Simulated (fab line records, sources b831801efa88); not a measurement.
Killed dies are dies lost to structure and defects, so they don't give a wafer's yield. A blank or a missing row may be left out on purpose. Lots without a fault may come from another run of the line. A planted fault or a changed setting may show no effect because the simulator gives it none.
One fault seen from 2 desks | flow sky130 | each desk has only its own numbers; what lay behind them comes last

THE METROLOGY DESK
What the gauges read, lot by lot, whatever tool the lot ran on: means of the sampled wafers that have a number. A lot is out of limits, marked OUT, if its mean lies more than 4 standard deviations from the usual mean; the brackets give that distance.
Columns: A = FIELD_ISO_CVD_03_THK at SKY_FIELD_ISO_THK_MEAS_04, usual 164.6 nm; B = SONOS_ONO_CVD_02_THK at SKY_SONOS_ONO_THK_MEAS_03, usual 10.53 nm; C = LDD_LDN_TW at SKY_LDD_LDN_TW_MEAS_13, usual 1477; D = cd_nm at SKY_LI_CONTACT_CD_MEAS_12, usual 169.8 nm
lot  | first seen here | A     | B                | C    | D
L433 | day 1 14:08     | 165.5 | 10.54            | 1463 | 168.1
L434 | day 1 18:40     | 162.2 | 10.48            | 1492 | 169.9
L435 | day 1 23:57     | 162.8 | 10.59            | 1466 | 170.3
L436 | day 2 05:40     | 165.7 | 10.57            | 1465 | 171.0
L437 | day 2 12:39     | 164.4 | 10.53            | 1471 | 170.7
L440 | day 3 01:26     | 164.9 | 10.41            | 1493 | 169.1
L441 | day 3 05:38     | 163.2 | 11.44 (+7.6) OUT | 1488 | 169.3
L451 | day 8 19:36     | 162.6 | 10.49            | 1486 | 171.3
L452 | day 8 19:36     | 166.8 | 10.62            | 1462 | 169.1
L453 | day 8 19:36     | 164.0 | 10.57            | 1470 | 169.5
L454 | day 8 19:40     | 166.9 | 10.41            | 1480 | 169.4
L455 | day 8 19:40     | 166.2 | 10.35            | 1465 | 169.8
L456 | day 8 19:40     | 165.4 | 10.55            | 1479 | 171.5
This desk's finding: out of limits on L441; first on L441, day 11 18:24 (SONOS_ONO_CVD_02_THK at SKY_SONOS_ONO_THK_MEAS_03). In limits: L433, L434, L435, L436, L437, L440, L451, L452, L453, L454, L455, L456.

THE TOOL OWNER'S DESK: lpcvd-02
The tool's own readings at SKY_SONOS_ONO_CVD_02 (deposits Si3N4 from DCS/NH3, target thk 10.5 nm, time 180 s): means of the sampled wafers that have a number, for each lot that ran on this tool. A lot is out of limits, marked OUT, if its mean lies more than 4 standard deviations from the usual mean; the brackets give that distance.
Columns: A = pressure_mtorr at SKY_SONOS_ONO_CVD_02, usual 250.0 mTorr; B = zone_power_upper_pct at SKY_SONOS_ONO_CVD_02, usual 13.30 %
lot  | first seen here | A     | B
L433 | day 9 12:22     | 250.2 | 13.16
L434 | day 9 19:58     | 249.8 | 13.19
L435 | day 10 04:09    | 249.8 | 13.47
L436 | day 10 11:06    | 250.1 | 13.31
L437 | day 10 11:06    | 249.4 | 13.21
L440 | day 11 09:22    | 250.7 | 13.20
L441 | day 11 17:20    | 249.7 | 13.26
L453 | day 22 18:35    | 249.9 | 13.36
L451 | day 22 19:38    | 249.5 | 13.21
L452 | day 22 19:38    | 249.5 | 13.37
L454 | day 22 20:41    | 250.7 | 13.26
L455 | day 22 20:41    | 250.1 | 13.39
L456 | day 22 20:41    | 250.5 | 13.28
This desk's finding: nothing out of limits on any of the 13 lots.

PUT TOGETHER
The metrology desk could have raised an alarm at day 11 18:24, on L441.
The tool owner's desk saw nothing out of limits.
The tool owner's desk has L441 on record, within its limits.
Of the lots named, all ran SKY_SONOS_ONO_CVD_02 on lpcvd-02.

WHAT THE SIMULATOR HAD PUT IN
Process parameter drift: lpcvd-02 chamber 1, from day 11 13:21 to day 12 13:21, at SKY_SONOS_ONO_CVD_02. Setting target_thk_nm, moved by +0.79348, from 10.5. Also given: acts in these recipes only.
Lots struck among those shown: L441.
Hours from the fault's start to each desk's first reading out of limits: the metrology desk, 5.
